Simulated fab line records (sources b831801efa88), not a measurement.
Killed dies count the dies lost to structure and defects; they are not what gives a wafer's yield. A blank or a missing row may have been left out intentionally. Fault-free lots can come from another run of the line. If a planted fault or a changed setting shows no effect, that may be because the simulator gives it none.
Which tool is to blame? | flow gf180mcu | 13 lots, 39 wafers sampled, at 4 steps of a route of 602

== WHAT EACH GAUGE READ, for each wafer ==
GF_LVPWELL_TW_MEAS_11.
lot  | measured    | on           | LVPWELL_TW
L322 | day 3 21:18 | filmMetro-04 | 560 559 556
L324 | day 4 09:17 | filmMetro-01 | 552 550 551
L325 | day 4 13:49 | filmMetro-04 | 559 557 556
L328 | day 5 08:49 | filmMetro-04 | 555 557 557
L330 | day 5 19:10 | filmMetro-01 | 554 553 556
L331 | day 6 01:03 | filmMetro-04 | 554 555 557
L332 | day 6 05:23 | filmMetro-01 | 556 555 555
L335 | day 6 23:40 | filmMetro-03 | 556 561 563
L337 | day 7 16:19 | filmMetro-03 | 565 564 566
L339 | day 7 22:02 | filmMetro-01 | 556 552 555
L342 | day 8 13:43 | filmMetro-03 | 560 560 558
L344 | day 8 22:48 | filmMetro-04 | 553 557 554
L345 | day 9 07:07 | filmMetro-04 | 557 557 556

GF_VT_IMPLANT_OVL_MEAS_40.
lot  | measured     | on         | VT_IMPLANT_03_OVL (nm)
L322 | day 7 14:13  | overlay-02 | -0.6 0.1 0.5
L324 | day 8 05:19  | overlay-02 | -2.9 -1.3 -1.1
L325 | day 8 09:16  | overlay-02 | 1.0 1.2 0.4
L328 | day 9 06:01  | overlay-02 | -3.3 -2.6 -2.9
L330 | day 9 19:40  | overlay-02 | -0.9 -0.5 -0.7
L331 | day 10 06:31 | overlay-01 | 1.9 0.5 0.1
L332 | day 10 06:52 | overlay-01 | 0.0 1.6 -1.4
L335 | day 11 04:08 | overlay-01 | -0.9 1.0 -0.5
L337 | day 12 01:07 | overlay-01 | -0.8 -1.2 -2.1
L339 | day 12 11:56 | overlay-02 | -0.9 -1.1 0.2
L342 | day 13 02:17 | overlay-01 | -1.6 -1.5 -1.9
L344 | day 13 14:04 | overlay-02 | -0.6 -1.2 -1.6
L345 | day 13 22:07 | overlay-02 | 0.1 -0.2 1.2

== WHICH TOOL RAN EACH LOT (tool, then ch and the chambers of the sampled wafers, then the start) ==
lot  | GF_STI_ETCH_14                 | GF_DNWELL_STRIP_08
L322 | rieSi-02 ch 1,2, day 2 01:28   | plasmaAsher-04 ch 0,1, day 2 19:10
L324 | rieSi-02 ch 1,2, day 2 12:23   | plasmaAsher-04 ch 0,1, day 3 06:04
L325 | rieSi-02 ch 1,2, day 2 16:16   | plasmaAsher-04 ch 0,1, day 3 11:07
L328 | rieSi-01 ch 0,2, day 3 09:27   | plasmaAsher-04 ch 0,1, day 4 04:02
L330 | rieSi-02 ch 1,3, day 3 20:06   | plasmaAsher-01 ch 0,1, day 4 14:30
L331 | rieSi-02 ch 0,2,3, day 4 00:20 | plasmaAsher-04 ch 0,1, day 4 18:51
L332 | rieSi-02 ch 0,1,2, day 4 04:52 | plasmaAsher-03 ch 0,1, day 4 22:36
L335 | rieSi-01 ch 1,3, day 4 21:14   | plasmaAsher-01 ch 0,1, day 5 16:01
L337 | rieSi-01 ch 0,2,3, day 5 07:02 | plasmaAsher-01 ch 0,1, day 6 01:51
L339 | rieSi-02 ch 1,2,3, day 5 17:51 | plasmaAsher-01 ch 0,1, day 6 13:47
L342 | rieSi-01 ch 0,2,3, day 6 08:49 | plasmaAsher-04 ch 0,1, day 7 05:04
L344 | rieSi-02 ch 0,1,3, day 6 19:18 | plasmaAsher-03 ch 0, day 7 15:39
L345 | rieSi-01 ch 1,2,3, day 7 01:20 | plasmaAsher-04 ch 0, day 7 21:50
- GF_STI_ETCH_14: etches Si in HBr/Cl2/O2, target depth 360 nm, time 102.9 s.
- GF_DNWELL_STRIP_08: strips in O2/N2.

== WHAT THE TOOLS THEMSELVES READ (means of the sampled wafers that have a number; where no wafer has one, the mark that the record gives instead) ==
GF_STI_ETCH_14.
lot  | tool     | drypumpMotorCurrentA (A) | oesProductAu (a.u.) | throttleValvePct (%)
L322 | rieSi-02 | 5.8                      | 1.011               | 25.653
L324 | rieSi-02 | 5.5                      | 1.001               | 25.653
L325 | rieSi-02 | 5.8                      | 1.005               | 25.654
L328 | rieSi-01 | 5.6                      | 1.001               | 25.652
L330 | rieSi-02 | 5.7                      | 1.014               | 25.650
L331 | rieSi-02 | 5.0                      | 1.007               | 25.657
L332 | rieSi-02 | 5.4                      | 1.003               | 25.651
L335 | rieSi-01 | 5.4                      | 1.002               | 25.657
L337 | rieSi-01 | 5.4                      | 1.006               | 25.654
L339 | rieSi-02 | 5.4                      | 1.008               | 25.651
L342 | rieSi-01 | 5.4                      | 0.998               | 25.660
L344 | rieSi-02 | 5.3                      | 1.011               | 25.650
L345 | rieSi-01 | 5.4                      | 1.006               | 25.665

GF_DNWELL_STRIP_08.
lot  | tool           | drypumpMotorCurrentA (A) | heaterPowerW (W) | oesProductAu (a.u.) | platenTempC (C) | stripTimeToEndpointS (s)
L322 | plasmaAsher-04 | 5.5                      | 317              | 0.724               | 250.16          | 36.88
L324 | plasmaAsher-04 | 5.8                      | 326              | 0.717               | 249.93          | 37.05
L325 | plasmaAsher-04 | 5.9                      | 326              | 0.724               | 250.00          | 36.95
L328 | plasmaAsher-04 | 5.5                      | 313              | 0.719               | 249.91          | 37.01
L330 | plasmaAsher-01 | 6.1                      | 296              | 0.722               | 250.02          | 36.93
L331 | plasmaAsher-04 | 5.9                      | 331              | 0.718               | 250.31          | 36.92
L332 | plasmaAsher-03 | 5.9                      | 330              | 0.726               | 250.00          | 36.98
L335 | plasmaAsher-01 | 5.8                      | 311              | 0.727               | 250.22          | 37.10
L337 | plasmaAsher-01 | 5.8                      | 335              | 0.791               | 257.30          | 32.57
L339 | plasmaAsher-01 | 5.8                      | 328              | 0.794               | 257.71          | 32.58
L342 | plasmaAsher-04 | 5.9                      | 330              | 0.724               | 249.94          | 37.10
L344 | plasmaAsher-03 | 4.7                      | 359              | 0.720               | 249.95          | 36.84
L345 | plasmaAsher-04 | 5.2                      | 302              | 0.723               | 250.21          | 36.97

== THE ANSWER, worked out from the rows above alone ==
Rule: what is usual is taken from the lots themselves. Put in order of their means at a reading, lots are off if they are a third of the lots or fewer, leave a main group of 4 or more, and stand apart from it by a gap of 3 or more times the standard deviation of the main group's means; of several such gaps the widest counts. A main group whose means are all the same, to the digits that the tables above print for the reading, isn't used. A lot without any number at a reading at which 4 lots or more have one is off too. Where the step has rows for the other lots, those lots are counted as sound. After the gauges, taken in route order, come the tools' own readings; for these a lot's mean is taken, as printed above. The first step at which some lot is off is used, and at that step the reading that is off furthest; a lot without a number counts as furthest.
Off: L337, L339 (GF_DNWELL_STRIP_08, stripTimeToEndpointS). The main group has a mean of 36.98 s with a standard deviation of 0.08.
If a tool, at that step or one of the process steps before it, ran each lot that is off and ran no sound lot following the first of them, it fits. One candidate fits, namely plasmaAsher-01 at GF_DNWELL_STRIP_08. A fault onset in the window from L335 (day 5 16:01, its last sound lot) to L337 (day 6 01:51, its first lot off) fits.
The tool's own readings at GF_DNWELL_STRIP_08 bear it out: on the lots that are off they differ by more than 5 times the standard deviation of the sound lots' means. oesProductAu reads 0.792 a.u. there against 0.722 a.u. on the sound lots; platenTempC reads 257.50 C there against 250.06 C on the sound lots; stripTimeToEndpointS reads 32.58 s there against 36.98 s on the sound lots.

== WHAT WAS PUT IN BY THE SIMULATOR ==
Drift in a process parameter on plasmaAsher-01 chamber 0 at GF_DNWELL_STRIP_08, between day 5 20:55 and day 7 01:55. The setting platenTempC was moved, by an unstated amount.
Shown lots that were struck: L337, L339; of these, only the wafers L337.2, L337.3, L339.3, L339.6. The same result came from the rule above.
